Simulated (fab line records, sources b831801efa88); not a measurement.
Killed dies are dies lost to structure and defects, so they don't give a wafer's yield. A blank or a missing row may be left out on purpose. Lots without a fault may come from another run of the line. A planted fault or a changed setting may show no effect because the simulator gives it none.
fab line records | flow sky130
record lots=5 wafers=15 last_day=49
route steps=708 shown POLY_GATE@231 LDD_N@237 LDD_P@255 LDD_HVN@267
lots that met no fault: from a run of the same line without faults
start_h: hours from the record's first day to the start of the lot's first wafer shown | wait_h: hours since the lot's step before | " the same as in the row above | L1.1+2: a row that stands for several wafers | - no value, or no start given | * or withheld: withheld | < > ~ a bound
route shown NAME@n: a module of which the file shows steps, and the number in the route of the first | usual: mean/standard deviation of fault-free wafers | same: alike in all rows | chamber/n: place in a boat | sites: the reading at each site | _std_site: their standard deviation | _edge_site: outer sites' mean less inner sites' | radius_mm: how far each site lies from the wafer's centre | mask NAME#n: copy n | behind: the tool/chamber that last shaped the wafer | hold: why the lot was held/for how many hours/how that ended | device: the transistor (n, p or np) that didn't switch | end of line: the same wafers' tests at the end of the route | a step without rows: its recipe alone | killed: dies lost to structure and defects at the first sort, not the wafer's yield | map: a wafer's dies, x killed, . not, _ none there
set.NAME: the setting as run; set.NAME@STEP: as run at that earlier step | model.NAME: the simulator's own value behind a step, which no gauge read
lots at some steps of the route; a table a step, a row a wafer
services: from which hour (start_h, from the record's first day; less than 0 if before it) a tool's chamber was out of use, for how many hours, and why
## steps
# step SKY_POLY_GATE_ETCH_17
# recipe target_depth_nm=180 stop_on=SiO2 over_etch_frac=0.56667 chemistry=HBr/Cl2 target=poly-Si icp_w=400 bias_w=100 pressure_mtorr=10 HBr_flow_sccm=150 Cl2_flow_sccm=50 time_s=70.5
# usual chamber_pressure_mTorr=9.999/0.01 drypump_motor_current_A=5.62/0.29 oes_product_au=0.984/0.0085 throttle_valve_pct=33.684/0.0093
# columns lot.wafer tool chamber start_h wait_h chamber_pressure_mTorr drypump_motor_current_A oes_product_au rf_hours_counter_h throttle_valve_pct
L074.2 rie_si-02 0 369.18 0.0 10.002 6.08 0.984 1 33.688
L074.5 " 3 " " 10.000 5.38 0.983 - 33.671
L074.6 " 0 " " 9.998 6.08 0.981 - 33.677
L075.2 rie_si-01 0 373.48 0.0 9.999 5.19 1.004 2 33.685
L075.3 " 1 " " 10.000 5.36 0.998 59 33.688
L075.5 " 1 " " 9.993 5.37 1.002 - 33.674
L076.2 rie_si-02 3 381.13 0.0 9.970 5.38 0.992 27 33.690
L076.4 " 1 " " 9.993 5.65 0.980 2 33.692
L076.5 " 3 " " 10.011 5.38 0.994 - 33.687
L079.1 rie_si-02 2 415.88 0.0 9.992 5.63 0.978 10 33.691
L079.4 " 0 " " 10.005 6.10 0.982 2 33.679
L079.6 " 3 " " 10.005 5.38 0.985 - 33.675
L095.1 rie_si-01 0 550.98 0.0 9.985 5.14 0.992 3 33.687
L095.3 " 2 " " 9.987 5.96 0.981 4 33.697
L095.6 " 0 " " 10.015 5.14 0.985 - 33.686
# step SKY_POLY_GATE_STRIP_18
# recipe chemistry=O2/N2 power_w=1400 pressure_mtorr=1500 platen_temp_c=withheld o2_flow_sccm=3000 n2_flow_sccm=300 overash_fraction=0.5
# usual chamber_pressure_mTorr=1500.2/1.3 drypump_motor_current_A=6.0/0.37 oes_product_au=0.361/0.0042 strip_time_to_endpoint_s=3.17/0.044
# columns lot.wafer tool chamber start_h wait_h chamber_pressure_mTorr drypump_motor_current_A oes_product_au rf_hours_counter_h strip_time_to_endpoint_s
L074.2 plasma_asher-02 1 369.24 0.0 1500.3 5.6 0.366 72 3.16
L074.5 " 0 " " 1501.0 6.1 0.370 - 3.16
L074.6 " 1 " " 1498.4 5.6 0.363 - 3.19
L075.2 plasma_asher-01 0 373.54 0.0 1497.8 6.7 0.359 26 3.21
L075.3 " 1 " " 1499.3 5.9 0.365 - 3.15
L075.5 " 0 " " 1501.3 6.7 0.365 - 3.13
L076.2 plasma_asher-02 0 381.19 0.0 1499.3 6.1 0.357 73 3.13
L076.4 " 0 " " 1503.0 6.1 0.360 - 3.20
L076.5 " 1 " " 1499.4 5.6 0.360 - 3.14
L079.1 plasma_asher-01 1 415.94 0.0 1499.2 5.9 0.364 31 3.14
L079.4 " 0 " " 1500.4 6.7 0.355 - 3.15
L079.6 " 0 " " 1499.7 6.7 0.360 - 3.20
L095.1 plasma_asher-02 0 551.04 0.0 1499.2 6.1 0.366 12 3.14
L095.3 " 0 " " 1500.4 6.1 0.362 - 3.15
L095.6 " 0 " " 1497.7 6.1 0.357 - 3.21
# step SKY_POLY_GATE_CLEAN_19
# recipe chemistry=SC1/SC2 mix=1:4:20 temp_c=70 time_s=150 dry=n2_spin
# usual temp_c=69.98/0.11
# columns lot.wafer tool chamber start_h wait_h temp_c
L074.2 wet_bench-02 3 369.34 0.1 69.90
L074.5 " 3 " " 69.64
L074.6 " 3 " " 69.75
L075.2 wet_bench-04 3 373.64 0.1 70.16
L075.3 " 3 " " 70.13
L075.5 " 3 " " 70.22
L076.2 wet_bench-01 1 381.29 0.1 69.90
L076.4 " 1 " " 70.19
L076.5 " 1 " " 69.92
L079.1 wet_bench-02 1 416.04 0.1 70.04
L079.4 " 1 " " 69.96
L079.6 " 1 " " 69.93
L095.1 wet_bench-01 3 551.14 0.1 69.86
L095.3 " 3 " " 69.91
L095.6 " 3 " " 69.96
# step SKY_POLY_GATE_OXIDATION_20
# recipe temp_c=850 ambient=O2 stabilise_s=600 purge_s=300 target_thk_a=40 ox_time_s=899
# usual ox_temp_c=850.0/0.38 spike_tc_bottom_C=869.2/1.6
# columns lot.wafer tool chamber start_h wait_h ox_temp_c spike_tc_bottom_C
L074.2 furnace-01 0 369.39 0.0 849.7 869.4
L074.5 " 0 " " 849.6 870.7
L074.6 " 0 " " 849.7 870.7
L075.2 furnace-01 0 373.85 0.2 849.8 869.8
L075.3 " 0 " " 850.0 869.3
L075.5 " 0 " " 849.9 871.1
L076.2 furnace-02 0 383.35 2.0 851.0 870.0
L076.4 " 0 " " 850.2 868.6
L076.5 " 0 " " 850.5 867.5
L079.1 furnace-01 0 416.09 0.0 850.1 869.6
L079.4 " 0 " " 850.0 870.5
L079.6 " 0 " " 849.7 871.6
L095.1 furnace-02 0 551.19 0.0 849.4 868.4
L095.3 " 0 " " 849.6 868.0
L095.6 " 0 " " 849.5 869.0
# step SKY_POLY_GATE_THK_MEAS_21
# recipe reads=SiO2_of_POLY_GATE_OXIDATION_20
# usual POLY_GATE_OXIDATION_THK=4.03/0.078
# columns lot.wafer tool chamber start_h wait_h POLY_GATE_OXIDATION_THK[nm]
L074.2 film_metro-02 - 370.65 0.0 4.12
L074.5 " - " " 4.06
L074.6 " - " " 4.09
L075.2 film_metro-04 - 375.11 0.0 3.99
L075.3 " - " " 4.07
L075.5 " - " " 4.05
L076.2 film_metro-04 - 384.61 0.0 4.05
L076.4 " - " " 4.02
L076.5 " - " " 4.02
L079.1 film_metro-04 - 417.40 0.1 4.00
L079.4 " - " " 3.96
L079.6 " - " " 3.99
L095.1 film_metro-02 - 552.44 0.0 4.14
L095.3 " - " " 4.08
L095.6 " - " " 4.10
# step SKY_POLY_GATE_CD_MEAS_22
# usual cd_nm=150.6/2.7
# columns lot.wafer tool chamber start_h wait_h cd_nm
L074.2 cd_sem-02 - 370.73 0.1 146.1
L074.5 " - " " 148.5
L074.6 " - " " 146.0
L075.2 cd_sem-01 - 375.19 0.1 145.4
L075.3 " - " " 150.9
L075.5 " - " " 151.9
L076.2 cd_sem-02 - 384.69 0.1 151.8
L076.4 " - " " 157.2
L076.5 " - " " 152.5
L079.1 cd_sem-02 - 417.46 0.1 149.8
L079.4 " - " " 152.9
L079.6 " - " " 151.2
L095.1 cd_sem-02 - 552.50 0.1 149.7
L095.3 " - " " 150.9
L095.6 " - " " 147.4
# step SKY_LDD_N_DEHYDRATE_00
# recipe temp_c=200 time_s=60
# usual plate_temp_C=200.02/0.15
# columns lot.wafer tool chamber start_h wait_h plate_temp_C
L074.2 litho_track-01 0 384.82 14.1 200.03
L074.5 " 0 " " 200.10
L074.6 " 0 " " 199.99
L075.2 litho_track-03 0 389.07 13.9 200.05
L075.3 " 0 " " 199.83
L075.5 " 0 " " 199.67
L076.2 litho_track-02 0 397.89 13.2 199.68
L076.4 " 0 " " 199.87
L076.5 " 0 " " 199.65
L079.1 litho_track-03 0 432.00 14.5 200.13
L079.4 " 0 " " 200.23
L079.6 " 0 " " 200.03
L095.1 litho_track-02 0 566.36 13.8 200.26
L095.3 " 0 " " 200.23
L095.6 " 0 " " 200.35
# step SKY_LDD_N_HMDS_01
# recipe prime_time_s=60 prime_temp_c=120
# columns lot.wafer tool chamber start_h wait_h
L074.2+5+6 litho_track-01 0 384.97 0.1
L075.2+3+5 litho_track-03 0 389.22 0.1
L076.2+4+5 litho_track-02 0 398.04 0.1
L079.1+4+6 litho_track-03 0 432.15 0.1
L095.1+3+6 litho_track-02 0 566.51 0.1
# step SKY_LDD_N_COAT_02
# recipe resist=NOVOLAK spin_rpm=3000 resist_thk_nm=300
# columns lot.wafer tool chamber start_h wait_h
L074.2+5+6 litho_track-01 0 385.12 0.1
L075.2+3+5 litho_track-03 0 389.37 0.1
L076.2+4+5 litho_track-02 0 398.19 0.1
L079.1+4+6 litho_track-03 0 432.30 0.1
L095.1+3+6 litho_track-02 0 566.66 0.1
# step SKY_LDD_N_SOFTBAKE_03
# recipe temp_c=90 time_s=60 resist=NOVOLAK
# usual plate_temp_C=90.01/0.12
# columns lot.wafer tool chamber start_h wait_h plate_temp_C
L074.2 litho_track-01 0 385.27 0.1 90.05
L074.5 " 0 " " 89.89
L074.6 " 0 " " 90.05
L075.2 litho_track-03 0 389.52 0.1 90.01
L075.3 " 0 " " 90.19
L075.5 " 0 " " 90.20
L076.2 litho_track-02 0 398.34 0.1 89.97
L076.4 " 0 " " 90.13
L076.5 " 0 " " 90.11
L079.1 litho_track-03 0 432.45 0.1 90.26
L079.4 " 0 " " 90.36
L079.6 " 0 " " 89.99
L095.1 litho_track-02 0 566.81 0.1 89.89
L095.3 " 0 " " 89.91
L095.6 " 0 " " 89.86
# step SKY_LDD_N_EXPOSE_04
# recipe mask_id=NTM target_cd_nm=840 na=0.6 source_shape=conventional sigma_outer=0.6 dose_mj=110
# same na=0.6
# columns lot.wafer tool chamber start_h wait_h mask
L074.2+5+6 iline_stepper-02 0 - - NTM#0
L075.2+3+5 iline_stepper-02 0 - - NTM#0
L076.2+4+5 iline_stepper-02 0 - - NTM#0
L079.1+4+6 iline_stepper-01 0 - - NTM#0
L095.1+3+6 iline_stepper-02 0 - - NTM#0
# step SKY_LDD_N_PEB_05
# recipe temp_c=withheld time_s=* resist=NOVOLAK
# columns lot.wafer tool chamber start_h wait_h
L074.2+5+6 litho_track-02 0 - -
L075.2+3+5 litho_track-03 0 - -
L076.2+4+5 litho_track-03 0 - -
L079.1+4+6 litho_track-01 0 - -
L095.1+3+6 litho_track-01 0 - -
# step SKY_LDD_N_DEVELOP_06
# recipe develop_time_s=60 dev_temp_c=23
# usual developer_temp_C=22.96/0.11
# columns lot.wafer tool chamber start_h wait_h developer_temp_C
L074.2 litho_track-02 0 399.54 0.1 23.14
L074.5 " 0 " " 23.00
L074.6 " 0 " " 23.11
L075.2 litho_track-03 0 403.57 0.1 23.12
L075.3 " 0 " " 22.90
L075.5 " 0 " " 22.88
L076.2 litho_track-03 0 413.07 0.1 22.78
L076.4 " 0 " " 22.91
L076.5 " 0 " " 22.90
L079.1 litho_track-01 0 448.30 0.1 22.93
L079.4 " 0 " " 23.08
L079.6 " 0 " " 22.91
L095.1 litho_track-01 0 581.70 0.1 22.97
L095.3 " 0 " " 22.83
L095.6 " 0 " " 22.77
# step SKY_LDD_N_OVL_MEAS_07
# usual LDD_N_OVL=-0.7/1.4
# columns lot.wafer tool chamber start_h wait_h LDD_N_OVL[nm]
L074.2 overlay-01 - 399.67 0.1 -0.1
L074.5 " - " " -1.3
L074.6 " - " " -2.7
L075.2 overlay-02 - 403.70 0.1 0.2
L075.3 " - " " 0.0
L075.5 " - " " 0.1
L076.2 overlay-02 - 413.20 0.1 -1.4
L076.4 " - " " -3.4
L076.5 " - " " -0.2
L079.1 overlay-01 - 448.45 0.1 -0.7
L079.4 " - " " -1.4
L079.6 " - " " -1.7
L095.1 overlay-02 - 581.85 0.1 -0.3
L095.3 " - " " -1.8
L095.6 " - " " -0.5
# step SKY_LDD_N_IMPLANT_08
# recipe species=As energy_kev=20 dose_cm2=7.5e+13 tilt_deg=withheld rotation_deg=23
# columns lot.wafer tool chamber start_h wait_h
L074.2+5+6 implanter-01 0 399.72 0.0
L075.2+3+5 implanter-02 0 403.76 0.0
L076.2+4+5 implanter-01 0 413.26 0.0
L079.1+4+6 implanter-01 0 448.48 0.0
L095.1+3+6 implanter-04 0 581.88 0.0
# step SKY_LDD_N_IMPLANT_09
# recipe species=As energy_kev=20 dose_cm2=7.5e+13 tilt_deg=withheld rotation_deg=113
# columns lot.wafer tool chamber start_h wait_h
L074.2+5+6 implanter-01 0 399.87 0.1
L075.2+3+5 implanter-02 0 403.91 0.1
L076.2+4+5 implanter-01 0 413.41 0.1
L079.1+4+6 implanter-01 0 448.63 0.1
L095.1+3+6 implanter-04 0 582.03 0.1
# step SKY_LDD_N_IMPLANT_10
# recipe species=As energy_kev=20 dose_cm2=7.5e+13 tilt_deg=withheld rotation_deg=203
# columns lot.wafer tool chamber start_h wait_h
L074.2+5+6 implanter-01 0 400.02 0.1
L075.2+3+5 implanter-02 0 404.06 0.1
L076.2+4+5 implanter-01 0 413.56 0.1
L079.1+4+6 implanter-01 0 448.78 0.1
L095.1+3+6 implanter-04 0 582.18 0.1
# step SKY_LDD_N_IMPLANT_11
# recipe species=As energy_kev=20 dose_cm2=7.5e+13 tilt_deg=withheld rotation_deg=293
# columns lot.wafer tool chamber start_h wait_h
L074.2+5+6 implanter-01 0 400.17 0.1
L075.2+3+5 implanter-02 0 404.21 0.1
L076.2+4+5 implanter-01 0 413.71 0.1
L079.1+4+6 implanter-01 0 448.93 0.1
L095.1+3+6 implanter-04 0 582.33 0.1
# step SKY_LDD_N_IMPLANT_12
# recipe species=BF2 energy_kev=50 dose_cm2=5e+12 tilt_deg=30 rotation_deg=0
# columns lot.wafer tool chamber start_h wait_h
L074.2+5+6 implanter-01 0 400.32 0.1
L075.2+3+5 implanter-02 0 404.36 0.1
L076.2+4+5 implanter-01 0 413.86 0.1
L079.1+4+6 implanter-01 0 449.08 0.1
L095.1+3+6 implanter-04 0 582.48 0.1
# step SKY_LDD_N_IMPLANT_13
# recipe species=BF2 energy_kev=50 dose_cm2=5e+12 tilt_deg=30 rotation_deg=90
# columns lot.wafer tool chamber start_h wait_h
L074.2+5+6 implanter-01 0 400.47 0.1
L075.2+3+5 implanter-02 0 404.51 0.1
L076.2+4+5 implanter-01 0 414.01 0.1
L079.1+4+6 implanter-01 0 449.23 0.1
L095.1+3+6 implanter-04 0 582.63 0.1
# step SKY_LDD_N_IMPLANT_14
# recipe species=BF2 energy_kev=50 dose_cm2=5e+12 tilt_deg=30 rotation_deg=180
# columns lot.wafer tool chamber start_h wait_h
L074.2+5+6 implanter-01 0 400.62 0.1
L075.2+3+5 implanter-02 0 404.66 0.1
L076.2+4+5 implanter-01 0 414.16 0.1
L079.1+4+6 implanter-01 0 449.38 0.1
L095.1+3+6 implanter-04 0 582.78 0.1
# step SKY_LDD_N_IMPLANT_15
# recipe species=BF2 energy_kev=49.36 dose_cm2=5e+12 tilt_deg=30 rotation_deg=270
# columns lot.wafer tool chamber start_h wait_h
L074.2+5+6 implanter-01 0 400.77 0.1
L075.2+3+5 implanter-02 0 404.81 0.1
L076.2+4+5 implanter-01 0 414.31 0.1
L079.1+4+6 implanter-01 0 449.53 0.1
L095.1+3+6 implanter-04 0 582.93 0.1
# step SKY_LDD_N_STRIP_16
# recipe chemistry=O2/N2 power_w=1400 pressure_mtorr=1500 platen_temp_c=withheld o2_flow_sccm=3000 n2_flow_sccm=300 overash_fraction=0.5
# usual chamber_pressure_mTorr=1500.1/1.4 drypump_motor_current_A=6.0/0.46 oes_product_au=0.406/0.0045 strip_time_to_endpoint_s=4.313/0.016
# columns lot.wafer tool chamber start_h wait_h chamber_pressure_mTorr drypump_motor_current_A oes_product_au rf_hours_counter_h strip_time_to_endpoint_s
L074.2 plasma_asher-01 1 400.90 0.1 1500.0 5.9 0.411 29 4.294
L074.5 " 1 " " 1503.6 5.9 0.408 - 4.317
L074.6 " 0 " " 1499.3 6.7 0.404 - 4.327
L075.2 plasma_asher-04 1 404.93 0.1 1498.6 6.3 0.413 55 4.313
L075.3 " 0 " " 1501.6 5.4 0.410 - 4.296
L075.5 " 1 " " 1498.5 6.3 0.401 - 4.293
L076.2 plasma_asher-02 0 414.43 0.1 1500.6 6.1 0.410 77 4.331
L076.4 " 1 " " 1498.0 5.7 0.401 - 4.286
L076.5 " 1 " " 1500.0 5.7 0.409 - 4.295
L079.1 plasma_asher-04 0 449.68 0.1 1499.8 5.4 0.405 60 4.332
L079.4 " 1 " " 1502.3 6.4 0.412 - 4.319
L079.6 " 0 " " 1499.8 5.4 0.406 - 4.314
L095.1 plasma_asher-01 1 583.08 0.1 1497.9 5.9 0.413 49 4.302
L095.3 " 0 " " 1498.4 6.7 0.407 - 4.325
L095.6 " 0 " " 1499.7 6.7 0.405 - 4.297
# step SKY_LDD_N_TW_MEAS_17
# usual LDD_N_TW=2597/17
# columns lot.wafer tool chamber start_h wait_h LDD_N_TW
L074.2 film_metro-03 - 401.01 0.1 2639
L074.5 " - " " 2603
L074.6 " - " " 2614
L075.2 film_metro-02 - 405.04 0.1 2603
L075.3 " - " " 2612
L075.5 " - " " 2593
L076.2 film_metro-02 - 414.54 0.1 2603
L076.4 " - " " 2601
L076.5 " - " " 2600
L079.1 film_metro-03 - 449.78 0.1 2599
L079.4 " - " " 2597
L079.6 " - " " 2614
L095.1 film_metro-03 - 583.18 0.1 2567
L095.3 " - " " 2587
L095.6 " - " " 2580
# step SKY_LDD_P_DEHYDRATE_00
# recipe temp_c=200 time_s=60
# usual plate_temp_C=199.99/0.16
# columns lot.wafer tool chamber start_h wait_h plate_temp_C
L074.2 litho_track-03 0 415.77 14.8 199.91
L074.5 " 0 " " 199.82
L074.6 " 0 " " 199.80
L075.2 litho_track-04 0 419.67 14.6 199.97
L075.3 " 0 " " 199.95
L075.5 " 0 " " 200.17
L076.2 litho_track-03 0 428.57 14.0 200.06
L076.4 " 0 " " 199.89
L076.5 " 0 " " 199.76
L079.1 litho_track-02 0 463.91 14.1 200.04
L079.4 " 0 " " 200.00
L079.6 " 0 " " 199.90
L095.1 litho_track-02 0 597.06 13.9 200.10
L095.3 " 0 " " 200.15
L095.6 " 0 " " 200.06
# step SKY_LDD_P_HMDS_01
# recipe prime_time_s=60 prime_temp_c=120
# columns lot.wafer tool chamber start_h wait_h
L074.2+5+6 litho_track-03 0 415.92 0.1
L075.2+3+5 litho_track-04 0 419.82 0.1
L076.2+4+5 litho_track-03 0 428.72 0.1
L079.1+4+6 litho_track-02 0 464.06 0.1
L095.1+3+6 litho_track-02 0 597.21 0.1
# step SKY_LDD_P_COAT_02
# recipe resist=NOVOLAK spin_rpm=3000 resist_thk_nm=1140
# columns lot.wafer tool chamber start_h wait_h
L074.2+5+6 litho_track-03 0 416.07 0.1
L075.2+3+5 litho_track-04 0 419.97 0.1
L076.2+4+5 litho_track-03 0 428.87 0.1
L079.1+4+6 litho_track-02 0 464.21 0.1
L095.1+3+6 litho_track-02 0 597.36 0.1
# step SKY_LDD_P_SOFTBAKE_03
# recipe temp_c=90 time_s=60 resist=NOVOLAK
# usual plate_temp_C=89.98/0.12
# columns lot.wafer tool chamber start_h wait_h plate_temp_C
L074.2 litho_track-03 0 416.22 0.1 89.91
L074.5 " 0 " " 90.19
L074.6 " 0 " " 90.17
L075.2 litho_track-04 0 420.12 0.1 90.01
L075.3 " 0 " " 89.91
L075.5 " 0 " " 90.02
L076.2 litho_track-03 0 429.02 0.1 89.96
L076.4 " 0 " " 89.97
L076.5 " 0 " " 89.83
L079.1 litho_track-02 0 464.36 0.1 89.96
L079.4 " 0 " " 89.90
L079.6 " 0 " " 89.79
L095.1 litho_track-02 0 597.51 0.1 90.21
L095.3 " 0 " " 89.85
L095.6 " 0 " " 90.17
# step SKY_LDD_P_EXPOSE_04
# recipe mask_id=PSDM na=0.6 source_shape=conventional sigma_outer=0.6 polarization=unpolarized target_cd_nm=380 dose_mj=138
# same na=0.6
# columns lot.wafer tool chamber start_h wait_h mask
L074.2+5+6 iline_stepper-02 0 - - PSDM#0
L075.2+3+5 iline_stepper-02 0 - - PSDM#0
L076.2+4+5 iline_stepper-02 0 - - PSDM#0
L079.1+4+6 iline_stepper-02 0 - - PSDM#0
L095.1+3+6 iline_stepper-02 0 - - PSDM#0
# step SKY_LDD_P_PEB_05
# recipe temp_c=withheld time_s=* resist=NOVOLAK
# columns lot.wafer tool chamber start_h wait_h
L074.2+5+6 litho_track-02 0 - -
L075.2+3+5 litho_track-03 0 - -
L076.2+4+5 litho_track-02 0 - -
L079.1+4+6 litho_track-03 0 - -
L095.1+3+6 litho_track-02 0 - -
# step SKY_LDD_P_DEVELOP_06
# recipe resist=NOVOLAK developer=TMAH develop_time_s=60 dev_temp_c=23
# usual developer_temp_C=23.00/0.1
# columns lot.wafer tool chamber start_h wait_h developer_temp_C
L074.2 litho_track-02 0 430.99 0.1 22.91
L074.5 " 0 " " 23.06
L074.6 " 0 " " 23.05
L075.2 litho_track-03 0 435.17 0.1 23.01
L075.3 " 0 " " 23.10
L075.5 " 0 " " 23.01
L076.2 litho_track-02 0 444.79 0.1 23.00
L076.4 " 0 " " 23.10
L076.5 " 0 " " 23.06
L079.1 litho_track-03 0 479.85 0.1 22.96
L079.4 " 0 " " 22.98
L079.6 " 0 " " 23.01
L095.1 litho_track-02 0 612.21 0.1 23.12
L095.3 " 0 " " 22.97
L095.6 " 0 " " 23.02
# step SKY_LDD_P_CD_MEAS_07
# recipe target_cd_nm=380
# usual cd_nm=379.9/2.6
# columns lot.wafer tool chamber start_h wait_h cd_nm
L074.2 cd_sem-01 - 431.13 0.1 379.8
L074.5 " - " " 380.2
L074.6 " - " " 380.1
L075.2 cd_sem-01 - 435.32 0.1 381.6
L075.3 " - " " 379.8
L075.5 " - " " 381.1
L076.2 cd_sem-02 - 444.93 0.1 378.5
L076.4 " - " " 379.2
L076.5 " - " " 377.5
L079.1 cd_sem-01 - 480.00 0.1 380.1
L079.4 " - " " 376.7
L079.6 " - " " 379.6
L095.1 cd_sem-01 - 612.36 0.1 376.1
L095.3 " - " " 377.4
L095.6 " - " " 374.7
# step SKY_LDD_P_OVL_MEAS_08
# usual LDD_P_OVL=1.3/1.5
# columns lot.wafer tool chamber start_h wait_h LDD_P_OVL[nm]
L074.2 overlay-01 - 431.24 0.1 0.9
L074.5 " - " " 1.0
L074.6 " - " " 1.9
L075.2 overlay-01 - 435.42 0.1 2.5
L075.3 " - " " 1.3
L075.5 " - " " 2.3
L076.2 overlay-01 - 445.04 0.1 0.9
L076.4 " - " " 0.2
L076.5 " - " " 2.2
L079.1 overlay-02 - 480.12 0.1 2.8
L079.4 " - " " 4.4
L079.6 " - " " 5.1
L095.1 overlay-02 - 612.48 0.1 1.5
L095.3 " - " " 0.5
L095.6 " - " " 0.2
# step SKY_LDD_P_IMPLANT_09
# recipe species=BF2 energy_kev=25 dose_cm2=1e+13 tilt_deg=withheld
# columns lot.wafer tool chamber start_h wait_h
L074.2+5+6 implanter-01 0 431.29 0.0
L075.2+3+5 implanter-04 0 435.48 0.0
L076.2+4+5 implanter-01 0 445.09 0.0
L079.1+4+6 implanter-03 0 480.15 0.0
L095.1+3+6 implanter-03 0 612.52 0.0
# step SKY_LDD_P_STRIP_10
# recipe chemistry=O2/N2 power_w=1400 pressure_mtorr=1500 platen_temp_c=withheld o2_flow_sccm=3000 n2_flow_sccm=300 overash_fraction=0.5
# usual chamber_pressure_mTorr=1499.8/1.4 drypump_motor_current_A=5.9/0.37 oes_product_au=0.715/0.0047 strip_time_to_endpoint_s=14.18/0.035
# columns lot.wafer tool chamber start_h wait_h chamber_pressure_mTorr drypump_motor_current_A oes_product_au rf_hours_counter_h strip_time_to_endpoint_s
L074.2 plasma_asher-02 1 431.42 0.1 1501.6 5.6 0.714 0 14.20
L074.5 " 1 " " 1498.8 5.6 0.710 - 14.19
L074.6 " 0 " " 1499.0 6.1 0.722 - 14.17
L075.2 plasma_asher-04 1 435.60 0.1 1499.8 6.3 0.728 59 14.20
L075.3 " 0 " " 1502.6 5.4 0.711 - 14.19
L075.5 " 0 " " 1499.1 5.4 0.715 - 14.19
L076.2 plasma_asher-04 0 445.22 0.1 1499.8 5.4 0.712 59 14.22
L076.4 " 0 " " 1501.2 5.5 0.714 - 14.23
L076.5 " 0 " " 1499.4 5.4 0.710 - 14.20
L079.1 plasma_asher-04 0 480.30 0.1 1500.0 5.5 0.717 63 14.19
L079.4 " 1 " " 1500.5 6.4 0.714 - 14.18
L079.6 " 1 " " 1499.5 6.3 0.720 - 14.12
L095.1 plasma_asher-04 1 612.67 0.1 1501.6 6.3 0.716 77 14.20
L095.3 " 0 " " 1501.1 5.4 0.716 - 14.23
L095.6 " 1 " " 1500.3 6.3 0.718 - 14.22
# step SKY_LDD_P_TW_MEAS_11
# usual LDD_P_TW=639/4.2
# columns lot.wafer tool chamber start_h wait_h LDD_P_TW
L074.2 film_metro-03 - 431.53 0.1 646
L074.5 " - " " 648
L074.6 " - " " 650
L075.2 film_metro-04 - 435.71 0.1 637
L075.3 " - " " 641
L075.5 " - " " 640
L076.2 film_metro-02 - 445.33 0.1 643
L076.4 " - " " 644
L076.5 " - " " 642
L079.1 film_metro-03 - 480.40 0.1 644
L079.4 " - " " 643
L079.6 " - " " 643
L095.1 film_metro-03 - 612.77 0.1 640
L095.3 " - " " 639
L095.6 " - " " 641
# step SKY_LDD_HVN_DEHYDRATE_00
# recipe temp_c=200 time_s=60
# usual plate_temp_C=200.02/0.16
# columns lot.wafer tool chamber start_h wait_h plate_temp_C
L074.2 litho_track-04 0 447.02 15.5 199.83
L074.5 " 0 " " 200.01
L074.6 " 0 " " 200.21
L075.2 litho_track-04 0 451.02 15.3 199.85
L075.3 " 0 " " 200.05
L075.5 " 0 " " 199.91
L076.2 litho_track-04 0 459.47 14.1 200.09
L076.4 " 0 " " 200.02
L076.5 " 0 " " 200.03
L079.1 litho_track-02 0 494.61 14.2 199.93
L079.4 " 0 " " 199.95
L079.6 " 0 " " 200.04
L095.1 litho_track-01 0 626.00 13.2 200.05
L095.3 " 0 " " 199.97
L095.6 " 0 " " 199.89
# step SKY_LDD_HVN_HMDS_01
# recipe prime_time_s=60 prime_temp_c=120
# columns lot.wafer tool chamber start_h wait_h
L074.2+5+6 litho_track-04 0 447.17 0.1
L075.2+3+5 litho_track-04 0 451.17 0.1
L076.2+4+5 litho_track-04 0 459.62 0.1
L079.1+4+6 litho_track-02 0 494.76 0.1
L095.1+3+6 litho_track-01 0 626.15 0.1
# step SKY_LDD_HVN_COAT_02
# recipe resist=NOVOLAK spin_rpm=3000 resist_thk_nm=300
# columns lot.wafer tool chamber start_h wait_h
L074.2+5+6 litho_track-04 0 447.32 0.1
L075.2+3+5 litho_track-04 0 451.32 0.1
L076.2+4+5 litho_track-04 0 459.77 0.1
L079.1+4+6 litho_track-02 0 494.91 0.1
L095.1+3+6 litho_track-01 0 626.30 0.1
# step SKY_LDD_HVN_SOFTBAKE_03
# recipe temp_c=90.69 time_s=60 resist=NOVOLAK
# usual plate_temp_C=90.69/0.13
# columns lot.wafer tool chamber start_h wait_h plate_temp_C
L074.2 litho_track-04 0 447.47 0.1 90.51
L074.5 " 0 " " 90.81
L074.6 " 0 " " 90.77
L075.2 litho_track-04 0 451.47 0.1 90.92
L075.3 " 0 " " 90.82
L075.5 " 0 " " 90.71
L076.2 litho_track-04 0 459.92 0.1 90.75
L076.4 " 0 " " 90.73
L076.5 " 0 " " 90.67
L079.1 litho_track-02 0 495.06 0.1 90.73
L079.4 " 0 " " 90.62
L079.6 " 0 " " 90.44
L095.1 litho_track-01 0 626.45 0.1 90.51
L095.3 " 0 " " 90.63
L095.6 " 0 " " 90.56
# step SKY_LDD_HVN_EXPOSE_04
# recipe mask_id=HVNTM na=0.6 source_shape=conventional sigma_outer=0.6 polarization=unpolarized target_cd_nm=700 dose_mj=127
# same na=0.6
# columns lot.wafer tool chamber start_h wait_h mask
L074.2+5+6 iline_stepper-02 0 - - HVNTM#0
L075.2+3+5 iline_stepper-01 0 - - HVNTM#0
L076.2+4+5 iline_stepper-01 0 - - HVNTM#0
L079.1+4+6 iline_stepper-01 0 - - HVNTM#0
L095.1+3+6 iline_stepper-01 0 - - HVNTM#0
# step SKY_LDD_HVN_PEB_05
# recipe temp_c=withheld time_s=* resist=NOVOLAK
# columns lot.wafer tool chamber start_h wait_h
L074.2+5+6 litho_track-02 0 - -
L075.2+3+5 litho_track-01 0 - -
L076.2+4+5 litho_track-04 0 - -
L079.1+4+6 litho_track-01 0 - -
L095.1+3+6 litho_track-02 0 - -
## services
# columns tool chamber start_h hours kind
implanter-01 - 362.46 4.9 repair
plasma_asher-04 - 365.03 6.2 repair
implanter-02 - 366.97 2.1 repair
iline_stepper-01 - 373.20 8.9 pm
implanter-01 - 380.61 0.7 repair
plasma_asher-04 - 393.98 7.9 repair
iline_stepper-01 - 397.90 1.7 pm
implanter-04 - 408.24 2.8 pm
implanter-02 - 408.90 2.9 repair
implanter-04 - 413.03 6.6 repair
plasma_asher-02 - 421.25 9.0 pm
implanter-02 - 426.50 3.9 pm
implanter-01 - 437.80 5.6 repair
plasma_asher-04 - 462.74 1.0 repair
iline_stepper-02 - 471.54 1.7 pm
implanter-04 - 479.66 1.4 repair
implanter-01 - 482.24 1.6 repair
implanter-01 - 484.88 1.8 repair
implanter-04 - 497.57 3.5 repair
implanter-01 - 512.35 1.0 repair
implanter-02 - 536.16 1.9 repair
implanter-04 - 562.75 2.4 repair
implanter-01 - 584.58 4.0 pm
iline_stepper-02 - 624.33 5.2 repair
## key
fault none
